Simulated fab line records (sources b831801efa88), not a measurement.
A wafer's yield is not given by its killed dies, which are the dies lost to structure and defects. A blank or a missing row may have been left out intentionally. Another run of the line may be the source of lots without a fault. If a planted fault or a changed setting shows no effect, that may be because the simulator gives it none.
What tool caused it? + flow gf180mcu + 29 wafers from 10 lots sampled at 5 of the route's 602 steps

WHAT EACH GAUGE READ, for each wafer
GF_MIM_RS_MEAS_10: measures by four-point-probe.
| lot  | measured     | on           | MIM_ALCU_RS (ohm/sq) |
|------|--------------|--------------|----------------------|
| L264 | day 26 05:19 | filmMetro-01 | 0.1598 0.1617 0.1615 |
| L263 | day 26 08:23 | filmMetro-02 | 0.1611 0.1597 0.1601 |
| L265 | day 26 19:28 | filmMetro-01 | 0.1596 0.1602 0.1598 |
| L267 | day 27 03:28 | filmMetro-04 | 0.1632 0.1585 0.1592 |
| L271 | day 28 09:40 | filmMetro-04 | 0.1616 0.1602 0.1627 |
| L272 | day 28 19:20 | filmMetro-01 | 0.1725 0.1773        |
| L273 | day 29 03:22 | filmMetro-02 | 0.1787 0.1803 0.1790 |
| L277 | day 30 05:18 | filmMetro-02 | 0.1615 0.1599 0.1616 |
| L279 | day 30 17:59 | filmMetro-02 | 0.1622 0.1613 0.1602 |
| L281 | day 31 12:37 | filmMetro-04 | 0.1581 0.1636 0.1628 |

GF_MIM_THK_MEAS_11: measures by xrf.
| lot  | measured     | on           | MIM_ALCU_THK (nm) |
|------|--------------|--------------|-------------------|
| L264 | day 26 05:26 | filmMetro-01 | 199.0 196.9 196.0 |
| L263 | day 26 08:30 | filmMetro-02 | 195.5 198.0 197.1 |
| L265 | day 26 19:35 | filmMetro-01 | 199.0 196.9 200.1 |
| L267 | day 27 03:35 | filmMetro-04 | 195.7 201.0 200.3 |
| L271 | day 28 09:46 | filmMetro-04 | 196.5 198.5 195.4 |
| L272 | day 28 19:26 | filmMetro-01 | 186.4 181.4       |
| L273 | day 29 03:29 | filmMetro-02 | 177.5 176.7 178.2 |
| L277 | day 30 05:25 | filmMetro-02 | 195.4 196.1 194.2 |
| L279 | day 30 18:05 | filmMetro-02 | 195.6 195.5 197.8 |
| L281 | day 31 12:44 | filmMetro-04 | 200.3 195.0 195.4 |

TOOL THAT RAN EACH LOT (tool first, then ch and the chambers of the sampled wafers, then the start)
| lot  | GF_V4_SPUTTER_21            | GF_MIM_CVD_05                   | GF_MIM_SPUTTER_08           |
|------|-----------------------------|---------------------------------|-----------------------------|
| L264 | pvdSputter-01, day 26 04:12 | pecvd-04 ch 1,2, day 26 05:07   | pvdSputter-03, day 26 05:15 |
| L263 | pvdSputter-01, day 26 07:16 | pecvd-01 ch 0,1,2, day 26 08:11 | pvdSputter-03, day 26 08:19 |
| L265 | pvdSputter-01, day 26 18:22 | pecvd-02 ch 0,2, day 26 19:16   | pvdSputter-04, day 26 19:25 |
| L267 | pvdSputter-03, day 27 02:21 | pecvd-02 ch 0,2, day 27 03:16   | pvdSputter-04, day 27 03:24 |
| L271 | pvdSputter-04, day 28 08:32 | pecvd-04 ch 0,2, day 28 09:26   | pvdSputter-04, day 28 09:35 |
| L272 | pvdSputter-04, day 28 18:13 | pecvd-02 ch 0,1, day 28 19:07   | pvdSputter-02, day 28 19:16 |
| L273 | pvdSputter-03, day 29 02:15 | pecvd-04 ch 0,2, day 29 03:10   | pvdSputter-02, day 29 03:18 |
| L277 | pvdSputter-04, day 30 04:11 | pecvd-02 ch 0,2, day 30 05:06   | pvdSputter-04, day 30 05:14 |
| L279 | pvdSputter-01, day 30 16:51 | pecvd-02 ch 1,2, day 30 17:46   | pvdSputter-04, day 30 17:54 |
| L281 | pvdSputter-01, day 31 11:02 | pecvd-02 ch 0,1,2, day 31 12:25 | pvdSputter-02, day 31 12:34 |
- GF_V4_SPUTTER_21: material Ti, target thk 15 nm, time 80.02 s.
- GF_MIM_CVD_05: deposits Si3N4, target thk 42 nm, time 29.086 s.
- GF_MIM_SPUTTER_08: material AlCu, target thk 200 nm, time 10.6 s.

AS READ BY THE TOOLS THEMSELVES (means over the sampled wafers that have a number; for cases with no such wafer, the mark the record gives instead)
GF_V4_SPUTTER_21.
| lot  | tool          | chamberPressurePa (Pa) | throttleValvePct (%) |
|------|---------------|------------------------|----------------------|
| L264 | pvdSputter-01 | 5.001                  | 29.1                 |
| L263 | pvdSputter-01 | 5.008                  | 29.3                 |
| L265 | pvdSputter-01 | 5.002                  | 28.0                 |
| L267 | pvdSputter-03 | 5.004                  | 30.6                 |
| L271 | pvdSputter-04 | 5.000                  | 29.2                 |
| L272 | pvdSputter-04 | 4.998                  | 30.9                 |
| L273 | pvdSputter-03 | 4.995                  | 30.7                 |
| L277 | pvdSputter-04 | 5.003                  | 31.5                 |
| L279 | pvdSputter-01 | 5.003                  | 29.2                 |
| L281 | pvdSputter-01 | 4.992                  | 28.0                 |

GF_MIM_CVD_05.
| lot  | tool     | heaterPowerW (W) |
|------|----------|------------------|
| L264 | pecvd-04 | 542              |
| L263 | pecvd-01 | 660              |
| L265 | pecvd-02 | 646              |
| L267 | pecvd-02 | 705              |
| L271 | pecvd-04 | 586              |
| L272 | pecvd-02 | 712              |
| L273 | pecvd-04 | 574              |
| L277 | pecvd-02 | 652              |
| L279 | pecvd-02 | 655              |
| L281 | pecvd-02 | 714              |

GF_MIM_SPUTTER_08.
| lot  | tool          | chamberPressurePa (Pa) | throttleValvePct (%) |
|------|---------------|------------------------|----------------------|
| L264 | pvdSputter-03 | 0.3998                 | 30.7                 |
| L263 | pvdSputter-03 | 0.4008                 | 30.3                 |
| L265 | pvdSputter-04 | 0.4006                 | 30.8                 |
| L267 | pvdSputter-04 | 0.4006                 | 30.1                 |
| L271 | pvdSputter-04 | 0.3998                 | 30.3                 |
| L272 | pvdSputter-02 | 0.5930                 | 24.1                 |
| L273 | pvdSputter-02 | 0.5923                 | 24.1                 |
| L277 | pvdSputter-04 | 0.4003                 | 29.0                 |
| L279 | pvdSputter-04 | 0.4003                 | 30.7                 |
| L281 | pvdSputter-02 | 0.4006                 | 30.0                 |

THE ANSWER, worked out from the rows above alone
Rule: the usual values come from the lots themselves. The widest of any qualifying gaps counts: lots, ordered by their means at a reading, are off when they make up no more than a third of the lots, leave a main group of 4 or more, and stand apart from it by 3 or more times the standard deviation of that group's means. A main group is skipped when, at the precision printed for the reading in the tables above, its means are all equal. Also off: a lot with no number at a reading for which 4 or more lots have one. Any other lot the step has rows for is counted as sound. The gauges are gone through in route order, then the tools' own readings, and for those a lot's mean is taken as printed above. The first step at which some lot is off is used, and at that step the reading that is off furthest; a lot without a number counts as furthest.
Off: L272, L273, seen at GF_MIM_RS_MEAS_10 (MIM_ALCU_RS). Mean 0.1608 ohm/sq and standard deviation 0.00057 in the main group.
A tool fits if, at a process step before that reading, it ran every lot that is off, and no sound lot after the first of them. Not tried: the gauges at GF_MIM_RS_MEAS_10; whatever is off there is also off at GF_MIM_SPUTTER_08, on other tools, and gauge error can't account for it. None of those tried fits.

WHAT HAD BEEN PUT IN BY THE SIMULATOR
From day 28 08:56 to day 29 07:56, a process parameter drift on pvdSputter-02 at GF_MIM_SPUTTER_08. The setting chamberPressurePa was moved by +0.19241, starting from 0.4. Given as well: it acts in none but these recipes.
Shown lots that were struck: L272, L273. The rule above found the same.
